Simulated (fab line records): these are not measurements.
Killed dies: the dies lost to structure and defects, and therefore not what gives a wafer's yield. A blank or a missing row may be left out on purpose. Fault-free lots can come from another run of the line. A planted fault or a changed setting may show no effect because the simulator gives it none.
fab line records	flow sky130
record lots=6	wafers=18	last_day=50
route steps=708 shown FIELD_ISO@6 PAD_OPEN@708
lots with no fault: from the same line, run without faults
start_h: start of the lot's first displayed wafer, in hours after the record's first day	wait_h: hours from the lot's prior step to this one	" identical to the entry in the row above	L1.1+2: several wafers, shown together as one row	- value missing, or start not given	* or withheld: withheld	< > ~ a bound
route shown NAME@n: NAME is a module with steps in the file, n the number in the route of the first one	usual: the fault-free wafers' mean and standard deviation	same: alike in all rows	chamber/n: place in a boat	sites: readings site by site	_std_site: standard deviation of those values	_edge_site: outer sites' mean less inner sites'	radius_mm: for every site, how far away it sits from the centre of the wafer	mask NAME#n: copy n	behind: the tool/chamber that last shaped the wafer	hold: reason for holding the lot/hours on hold/outcome of the hold	device: names the non-switching transistor (n, p or np)	end of line: the tests these same wafers got at the end of their route	for a step that has no rows: nothing shown but its recipe	killed: count of dies lost to structure and defects at first sort (not the wafer's yield)	map: dies across one wafer; x = killed, . = not, _ = none there
set.NAME: the setting as run; set.NAME@STEP: as run at that earlier step	model.NAME: the simulator's own value behind a step, which no gauge read
lots at selected steps of the route; one table per step, one row per wafer
services: a tool's chamber out of use, with start hour (start_h, from the record's first day; less than 0 if before it), hours out, and reason
## steps
# step SKY_FIELD_ISO_DEHYDRATE_05
# recipe temp_c=200	time_s=60
# step SKY_FIELD_ISO_HMDS_06
# recipe prime_time_s=60	prime_temp_c=120
# step SKY_FIELD_ISO_COAT_07
# recipe resist=BARC	temp_c=withheld	time_s=withheld	spin_rpm=3000	resist_thk_nm=60
# step SKY_FIELD_ISO_COAT_08
# recipe resist=KrF-thick	spin_rpm=3000	resist_thk_nm=450
# step SKY_FIELD_ISO_SOFTBAKE_09
# recipe temp_c=100	time_s=90	resist=KrF-thick
# step SKY_FIELD_ISO_EXPOSE_10
# recipe mask_id=FOM	na=0.68	source_shape=annular	sigma_inner=0.4	sigma_outer=0.8	target_cd_nm=150	dose_mj=28
# step SKY_FIELD_ISO_PEB_11
# recipe peb_temp_c=withheld	peb_time_s=withheld	resist=KrF-thick
# step SKY_FIELD_ISO_DEVELOP_12
# recipe develop_time_s=60	resist=KrF-thick	dev_temp_c=21
# step SKY_FIELD_ISO_CD_MEAS_13
# recipe target_cd_nm=150
# usual cd_nm=150.6/1.5
lot.wafer	tool	chamber	start_h	wait_h	cd_nm
L210.1	cd_sem-01	-	27.66	-	150.4
L210.4	"	-	"	"	150.3
L210.5	"	-	"	"	151.6
L211.2	cd_sem-02	-	33.69	-	150.2
L211.4	"	-	"	"	148.9
L211.5	"	-	"	"	149.6
L220.1	cd_sem-02	-	81.40	-	149.3
L220.5	"	-	"	"	150.2
L220.6	"	-	"	"	149.9
L221.1	cd_sem-01	-	85.17	-	149.7
L221.2	"	-	"	"	151.3
L221.6	"	-	"	"	151.2
L223.1	cd_sem-02	-	95.22	-	151.3
L223.3	"	-	"	"	150.8
L223.5	"	-	"	"	150.7
L231.1	cd_sem-02	-	140.00	-	152.4
L231.4	"	-	"	"	151.8
L231.6	"	-	"	"	154.1
# step SKY_FIELD_ISO_ETCH_14
# recipe chemistry=N2/H2	target=BARC	ion_energy_ev=200	source_w=500	bias_w=100	pressure_mtorr=30	n2_flow_sccm=100	h2_flow_sccm=200	stop_on=SiO2	time_s=45.9	target_depth_a=600
# usual drypump_motor_current_A=5.5/0.57	oes_product_au=0.855/0.0045	rf_fwd_power_W=494.9/1.9	throttle_valve_pct=13.226/0.0091
lot.wafer	tool	chamber	start_h	wait_h	drypump_motor_current_A	oes_product_au	rf_fwd_power_W	rf_hours_counter_h	throttle_valve_pct
L210.1	rie_diel-03	1	27.78	0.1	4.9	0.847	496.6	79	13.223
L210.4	"	3	"	"	5.7	0.855	492.3	85	13.240
L210.5	"	3	"	"	5.7	0.864	492.5	-	13.231
L211.2	rie_diel-01	2	33.79	0.1	5.4	0.849	497.6	106	13.243
L211.4	"	1	"	"	5.4	0.844	494.2	61	13.227
L211.5	"	0	"	"	5.1	0.854	489.8	-	13.228
L220.1	rie_diel-04	1	81.52	0.1	6.8	0.856	496.6	141	13.216
L220.5	"	1	"	"	6.8	0.855	497.4	-	13.226
L220.6	"	2	"	"	5.7	0.853	494.0	-	13.226
L221.1	rie_diel-04	2	85.29	0.1	5.6	0.860	496.4	153	13.211
L221.2	"	1	"	"	6.8	0.852	498.0	141	13.208
L221.6	"	3	"	"	5.8	0.846	495.8	-	13.225
L223.1	rie_diel-03	2	95.34	0.1	6.1	0.850	499.8	137	13.224
L223.3	"	1	"	"	4.9	0.857	494.3	80	13.214
L223.5	"	3	"	"	5.7	0.850	494.6	-	13.231
L231.1	rie_diel-04	0	140.12	0.1	5.0	0.861	492.7	9	13.228
L231.4	"	3	"	"	5.8	0.851	494.5	124	13.220
L231.6	"	0	"	"	5.1	0.856	496.4	-	13.213
# step SKY_FIELD_ISO_ETCH_15
# recipe chemistry=CHF3/O2	target_depth_nm=180	stop_on=Si	source_w=600	bias_w=200	pressure_mtorr=40	chf3_flow_sccm=50	O2_flow_sccm=5	time_s=72
# usual drypump_motor_current_A=5.5/0.55	oes_product_au=0.947/0.0068	rf_fwd_power_W=595.3/2.1	throttle_valve_pct=8.845/0.0098
lot.wafer	tool	chamber	start_h	wait_h	drypump_motor_current_A	oes_product_au	rf_fwd_power_W	rf_hours_counter_h	throttle_valve_pct
L210.1	rie_diel-03	1	27.82	0.0	4.8	0.952	596.1	79	8.836
L210.4	"	3	"	"	5.7	0.949	595.2	85	8.846
L210.5	"	3	"	"	5.7	0.945	595.8	-	8.853
L211.2	rie_diel-01	2	33.84	0.0	5.4	0.959	597.9	106	8.837
L211.4	"	1	"	"	5.4	0.963	592.3	61	8.854
L211.5	"	0	"	"	5.1	0.957	595.8	-	8.843
L220.1	rie_diel-04	1	81.56	0.0	6.8	0.949	596.7	141	8.837
L220.5	"	1	"	"	6.8	0.945	591.9	-	8.845
L220.6	"	2	"	"	5.6	0.944	599.5	-	8.838
L221.1	rie_diel-04	2	85.33	0.0	5.7	0.945	595.9	153	8.860
L221.2	"	1	"	"	6.8	0.951	593.9	141	8.854
L221.6	"	3	"	"	5.8	0.947	594.7	-	8.849
L223.1	rie_diel-03	2	95.38	0.0	6.0	0.948	596.8	137	8.840
L223.3	"	1	"	"	4.8	0.938	596.7	80	8.858
L223.5	"	3	"	"	5.7	0.942	592.4	-	8.855
L231.1	rie_diel-04	0	140.16	0.0	5.1	0.956	596.2	9	8.843
L231.4	"	3	"	"	5.8	0.950	595.0	124	8.868
L231.6	"	0	"	"	5.0	0.945	594.7	-	8.850
# step SKY_FIELD_ISO_STRIP_16
# recipe chemistry=O2/N2	power_w=1400	pressure_mtorr=1500	platen_temp_c=withheld	o2_flow_sccm=3000	n2_flow_sccm=300	overash_fraction=0.5
# usual drypump_motor_current_A=5.5/0.53	oes_product_au=0.379/0.0039	strip_time_to_endpoint_s=3.552/0.024
lot.wafer	tool	chamber	start_h	wait_h	drypump_motor_current_A	oes_product_au	rf_hours_counter_h	strip_time_to_endpoint_s
L210.1	plasma_asher-04	0	27.88	0.0	5.1	0.375	36	3.546
L210.4	"	1	"	"	5.1	0.376	-	3.562
L210.5	"	0	"	"	5.1	0.382	-	3.514
L211.2	plasma_asher-04	0	33.89	0.0	5.1	0.384	37	3.540
L211.4	"	0	"	"	5.1	0.378	-	3.546
L211.5	"	0	"	"	5.1	0.384	-	3.560
L220.1	plasma_asher-04	0	81.62	0.0	5.1	0.377	41	3.549
L220.5	"	0	"	"	5.1	0.384	-	3.567
L220.6	"	1	"	"	5.1	0.373	-	3.508
L221.1	plasma_asher-04	1	85.39	0.0	5.1	0.373	42	3.510
L221.2	"	0	"	"	5.1	0.372	42	3.565
L221.6	"	0	"	"	5.2	0.379	-	3.532
L223.1	plasma_asher-04	1	95.44	0.0	5.1	0.383	43	3.527
L223.3	"	1	"	"	5.1	0.382	-	3.546
L223.5	"	0	"	"	5.1	0.379	-	3.540
L231.1	plasma_asher-03	0	140.22	0.0	5.0	0.381	32	3.553
L231.4	"	0	"	"	5.0	0.381	-	3.541
L231.6	"	0	"	"	5.0	0.375	-	3.533
# step SKY_FIELD_ISO_ETCH_17
# recipe target_depth_a=3420	mask_material=Si3N4	chemistry=HBr/Cl2/O2	target=Si	taper_deg=5	icp_w=600	bias_w=150	pressure_mtorr=15	HBr_flow_sccm=150	Cl2_flow_sccm=40	O2_flow_sccm=6	time_s=97.7
# usual drypump_motor_current_A=5.9/0.31	oes_product_au=1.001/0.0078	rf_fwd_power_W=596.5/2	throttle_valve_pct=25.655/0.011
lot.wafer	tool	chamber	start_h	wait_h	drypump_motor_current_A	oes_product_au	rf_fwd_power_W	rf_hours_counter_h	throttle_valve_pct	model.etch.depth_nm	model.FIELD_ISO.feature_depth_nm
L210.1	rie_si-02	1	27.98	0.1	5.9	0.993	597.4	1	25.653	339.6	339.6
L210.4	"	0	"	"	5.2	0.996	596.1	3	25.657	338.2	338.2
L210.5	"	0	"	"	5.2	1.006	597.4	-	25.661	338.4	338.4
L211.2	rie_si-02	1	33.99	0.1	5.9	1.001	595.5	1	25.674	340.8	340.8
L211.4	"	3	"	"	5.7	1.006	596.8	3	25.658	345.7	345.7
L211.5	"	0	"	"	5.2	0.991	595.5	-	25.634	338.6	338.6
L220.1	rie_si-01	2	81.72	0.1	6.2	1.005	593.8	99	25.637	347.1	347.1
L220.5	"	3	"	"	6.1	1.010	598.3	-	25.658	345	345
L220.6	"	0	"	"	5.8	1.068	692.8	-	25.616	374.6	374.6
L221.1	rie_si-01	2	85.49	0.1	6.2	1.006	592.2	99	25.661	346.2	346.2
L221.2	"	0	"	"	5.8	1.062	692.9	80	25.600	375.6	375.6
L221.6	"	3	"	"	6.0	0.996	593.5	-	25.643	344.5	344.5
L223.1	rie_si-02	2	95.54	0.1	5.9	0.986	596.6	39	25.649	338.2	338.2
L223.3	"	3	"	"	5.7	0.989	599.7	3	25.665	339.7	339.7
L223.5	"	1	"	"	5.9	0.998	596.4	-	25.661	340.2	340.2
L231.1	rie_si-02	2	140.32	0.1	6.0	0.988	598.7	40	25.664	338.5	338.5
L231.4	"	2	"	"	6.0	0.988	598.5	-	25.676	336.3	336.3
L231.6	"	0	"	"	5.3	0.975	597.8	-	25.659	332.7	332.7
# step SKY_FIELD_ISO_WET_ETCH_18
# recipe chemistry=H3PO4	target_depth_nm=25	temp_c=160	target=Si3N4	time_s=286
# step SKY_PAD_OPEN_PROBE_99
# usual killed_at_M0_to_M3=43/7.4	killed_at_M4_up=3.1/1.9	killed_at_contacts=25/5.4	killed_at_front_end=15/4.3	killed_at_other=0.3/0.54	killed_dies=86/10	killed_open=46/7.4	killed_short=40/7
# same gross_dies=492	killed_at_back_side=0
lot.wafer	tool	chamber	start_h	wait_h	killed_at_M0_to_M3	killed_at_M4_up	killed_at_contacts	killed_at_front_end	killed_at_other	killed_dies	killed_open	killed_short	model.etest.res_p_drift_20v.line_ohm_um	model.etest.res_p_drift_20v.rs_ohm_sq	model.etest.pfet_16v.r_on_ohm_um	model.etest.res_iso_pwell.rs_ohm_sq	model.etest.res_iso_pwell.line_ohm_um	model.etest.res_nwell.rs_ohm_sq	model.etest.res_nwell.line_ohm_um	model.etest.pfet_16v.drive_ua_um
L210.1	prober-01	-	1071.45	0.1	49	5	30	17	1	102	51	49	1.103e+04	9154	1.518e+04	3007	1134	939.4	1132	245.9
L210.4	prober-01	-	1071.60	0.2	43	4	26	15	0	88	41	46	1.121e+04	9122	1.499e+04	3018	1126	939.9	1122	245.2
L210.5	prober-01	-	1071.65	0.2	48	4	17	13	0	82	34	48	1.129e+04	9154	1.5e+04	3002	1139	950.5	1132	246.3
L211.2	prober-02	-	1080.68	0.1	47	2	25	14	0	88	49	38	1.15e+04	9740	1.538e+04	2843	1072	1026	1261	238.3
L211.4	prober-02	-	1080.78	0.2	51	4	41	9	0	105	56	49	1.181e+04	9964	1.548e+04	2910	1100	1041	1270	239.6
L211.5	prober-02	-	1080.83	0.2	49	3	25	12	0	89	45	44	1.106e+04	9381	1.521e+04	2771	1030	1003	1234	238.8
L220.1	prober-01	-	1144.19	0.1	58	3	27	23	0	111	58	52	1.182e+04	9855	1.535e+04	3328	1281	952.4	1142	245.5
L220.5	prober-01	-	1144.39	0.2	57	2	24	15	0	98	46	51	1.181e+04	9893	1.535e+04	3320	1260	951.5	1137	246.1
L220.6	prober-01	-	1144.44	0.2	34	2	20	16	0	72	36	36	1.453e+04	1.233e+04	1.736e+04	4511	1734	1074	1253	215.9
L221.1	prober-02	-	1148.13	0.1	33	4	27	14	0	78	42	36	1.316e+04	1.072e+04	1.546e+04	3317	1248	936.1	1089	244.5
L221.2	prober-02	-	1148.18	0.1	35	1	27	14	1	78	42	36	1.758e+04	1.455e+04	1.761e+04	4645	1777	1052	1204	209.8
L221.6	prober-02	-	1148.38	0.2	43	3	26	19	0	91	48	42	1.283e+04	1.069e+04	1.534e+04	3325	1263	933.5	1094	247.3
L223.1	prober-02	-	1152.24	0.1	46	5	16	19	0	86	41	45	1.126e+04	9430	1.481e+04	3056	1177	913.1	1092	250.8
L223.3	prober-02	-	1152.34	0.2	44	3	26	11	0	84	38	46	1.133e+04	9565	1.481e+04	3050	1164	917.5	1094	253.2
L223.5	prober-02	-	1152.44	0.2	37	1	30	19	0	87	42	45	1.125e+04	9571	1.49e+04	3095	1170	918.7	1097	251.4
L231.1	prober-02	-	1193.99	0.1	42	2	24	15	1	84	39	45	1.255e+04	1.039e+04	1.497e+04	2992	1117	943.8	1128	247.2
L231.4	prober-02	-	1194.14	0.2	38	3	26	10	0	77	49	28	1.219e+04	1.019e+04	1.489e+04	2924	1101	938.1	1137	248.7
L231.6	prober-02	-	1194.24	0.2	29	3	30	10	0	72	45	27	1.183e+04	9848	1.468e+04	2837	1075	922.6	1122	249
# killed by level:class
L210.1 VIA1:geometric_particle:open=12 LI_CONTACT:geometric_particle:open=8 CONTACT:geometric_particle:open=8 METAL2:geometric_particle:short=7 METAL1:geometric_particle:short=7 CONTACT:geometric_particle:short=6 VIA3:geometric_particle:open=6 VIA1:geometric_particle:short=5
L210.4 CONTACT:geometric_particle:open=11 VIA1:geometric_particle:short=7 VIA1:geometric_particle:open=7 METAL2:geometric_particle:short=7 LI_CONTACT:geometric_particle:open=6 LI_CONTACT:geometric_particle:short=5 VIA2:geometric_particle:open=5 METAL4:geometric_particle:short=4
L210.5 METAL2:geometric_particle:short=9 VIA1:geometric_particle:open=9 CONTACT:geometric_particle:short=6 CONTACT:geometric_particle:open=5 METAL1:geometric_particle:short=5 VIA1:geometric_particle:short=5 METAL3:geometric_particle:short=5 VIA3:geometric_particle:open=5
L211.2 CONTACT:geometric_particle:open=12 VIA1:geometric_particle:open=11 VIA3:geometric_particle:open=7 LI_CONTACT:geometric_particle:open=6 METAL1:geometric_particle:short=5 VIA2:geometric_particle:open=5 VIA2:geometric_particle:short=5 CONTACT:geometric_particle:short=4
L211.4 VIA1:geometric_particle:open=13 CONTACT:geometric_particle:short=10 LI_CONTACT:geometric_particle:open=9 CONTACT:geometric_particle:open=9 VIA3:geometric_particle:open=9 METAL2:geometric_particle:short=7 LOCAL_INTERCONNECT:geometric_particle:short=7 VIA2:geometric_particle:open=7
L211.5 CONTACT:geometric_particle:open=11 METAL1:geometric_particle:short=9 VIA3:geometric_particle:open=8 VIA1:geometric_particle:open=7 VIA3:geometric_particle:short=6 VIA2:geometric_particle:open=6 METAL2:geometric_particle:short=5 LI_CONTACT:geometric_particle:open=4
L220.1 VIA1:geometric_particle:open=14 CONTACT:geometric_particle:open=13 VIA1:geometric_particle:short=9 VIA2:geometric_particle:open=9 FIELD_ISO:geometric_particle:short=8 METAL2:geometric_particle:short=7 CONTACT:geometric_particle:short=6 LI_CONTACT:geometric_particle:open=5
L220.5 VIA1:geometric_particle:open=13 CONTACT:geometric_particle:short=10 CONTACT:geometric_particle:open=8 VIA1:geometric_particle:short=8 VIA2:geometric_particle:open=8 METAL3:geometric_particle:short=7 FIELD_ISO:geometric_particle:open=6 VIA2:geometric_particle:short=5
L220.6 CONTACT:geometric_particle:open=8 VIA3:geometric_particle:open=7 CONTACT:geometric_particle:short=6 FIELD_ISO:geometric_particle:short=5 VIA1:geometric_particle:short=5 VIA1:geometric_particle:open=5 METAL1:geometric_particle:short=4 METAL2:geometric_particle:short=4
L221.1 CONTACT:geometric_particle:open=10 LI_CONTACT:geometric_particle:open=9 VIA2:geometric_particle:open=7 POLY_GATE:geometric_particle:open=5 CONTACT:geometric_particle:short=5 VIA1:geometric_particle:open=4 VIA1:geometric_particle:short=4 METAL2:geometric_particle:short=4
L221.2 LI_CONTACT:geometric_particle:open=9 LOCAL_INTERCONNECT:geometric_particle:short=7 METAL1:geometric_particle:short=7 CONTACT:geometric_particle:open=6 VIA3:geometric_particle:open=6 VIA1:geometric_particle:short=5 VIA2:geometric_particle:open=5 FIELD_ISO:geometric_particle:open=4
L221.6 VIA2:geometric_particle:open=10 VIA1:geometric_particle:open=9 LI_CONTACT:geometric_particle:open=8 VIA3:geometric_particle:open=6 LI_CONTACT:geometric_particle:short=5 LOCAL_INTERCONNECT:geometric_particle:short=5 VIA1:geometric_particle:short=5 FIELD_ISO:geometric_particle:short=4
L223.1 VIA1:geometric_particle:short=10 VIA1:geometric_particle:open=8 LI_CONTACT:geometric_particle:open=7 VIA3:geometric_particle:open=7 FIELD_ISO:geometric_particle:short=6 METAL2:geometric_particle:short=6 METAL1:geometric_particle:short=6 POLY_GATE:geometric_particle:short=5
L223.3 METAL2:geometric_particle:short=10 VIA1:geometric_particle:open=9 CONTACT:geometric_particle:short=8 CONTACT:geometric_particle:open=7 LOCAL_INTERCONNECT:geometric_particle:short=6 VIA3:geometric_particle:open=6 POLY_GATE:geometric_particle:open=4 VIA2:geometric_particle:short=4
L223.5 VIA1:geometric_particle:open=10 METAL2:geometric_particle:short=9 CONTACT:geometric_particle:open=8 CONTACT:geometric_particle:short=7 LOCAL_INTERCONNECT:geometric_particle:short=6 POLY_GATE:geometric_particle:short=5 FIELD_ISO:geometric_particle:open=4 FIELD_ISO:geometric_particle:short=4
L231.1 METAL1:geometric_particle:short=10 CONTACT:geometric_particle:open=8 FIELD_ISO:geometric_particle:short=7 VIA1:geometric_particle:open=6 LI_CONTACT:geometric_particle:open=5 CONTACT:geometric_particle:short=5 VIA2:geometric_particle:open=5 METAL2:geometric_particle:short=4
L231.4 VIA1:geometric_particle:open=12 LI_CONTACT:geometric_particle:open=9 CONTACT:geometric_particle:open=9 VIA2:geometric_particle:open=6 POLY_GATE:geometric_particle:open=4 METAL1:geometric_particle:short=4 VIA2:geometric_particle:short=4 CONTACT:geometric_particle:short=3
L231.6 CONTACT:geometric_particle:open=13 VIA1:geometric_particle:open=7 LI_CONTACT:geometric_particle:open=7 METAL1:geometric_particle:short=6 LI_CONTACT:geometric_particle:short=4 CONTACT:geometric_particle:short=3 VIA2:geometric_particle:open=3 FIELD_ISO:geometric_particle:short=2
## services
tool	chamber	start_h	hours	kind
rie_diel-04	-	46.64	0.6	repair
rie_si-02	0	51.33	1.0	repair
rie_si-01	2	53.00	5.5	repair
rie_si-02	-	57.20	0.7	repair
rie_diel-04	-	68.74	2.8	pm
rie_si-02	2	72.88	8.3	repair
plasma_asher-04	-	108.75	9.0	pm
plasma_asher-04	0	108.75	9.0	vent_cycle
plasma_asher-04	1	108.75	9.0	vent_cycle
rie_diel-04	3	109.79	2.3	repair
rie_diel-03	-	114.59	0.7	repair
plasma_asher-04	0	117.75	-	clean
plasma_asher-04	1	117.75	-	clean
rie_diel-04	0	121.46	6.9	repair
rie_diel-04	2	122.31	4.3	repair
rie_si-02	1	136.88	111.6	repair
## key
first_sign step=SKY_FIELD_ISO_ETCH_17	reading=rf_fwd_power_W	direction=up	sigmas=48	usual=596.5	struck=692.9
effect step=SKY_FIELD_ISO_ETCH_17	reading=oes_product_au	direction=up	sigmas=8.1	usual=1.001	struck=1.065
model_effect step=SKY_FIELD_ISO_ETCH_17	value=etch.depth_nm	without=349.3	struck=375.1
model_effect step=SKY_PAD_OPEN_PROBE_99	value=etest.res_p_drift_20v.line_ohm_um	without=1.268e+04	struck=1.606e+04
met_at SKY_FIELD_ISO_ETCH_17
struck_wafers L220.6,L221.2
tester_left_out L220,L221
fault kind=process_parameter_drift	tool=rie_si-01	chamber=0	onset_h=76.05	steps=SKY_FIELD_ISO_ETCH_17	channel=icp_w	offset=96	shape=step	end_h=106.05	acts_in=these_recipes_only	stated=600
# tester_left_out: of these lots the tester's yield and bins aren't shown, on N5 and GAA mostly nor the transistor test; their killed dies are dies lost to structure and defects alone, not to doping, threshold or leakage, so they don't give the yield
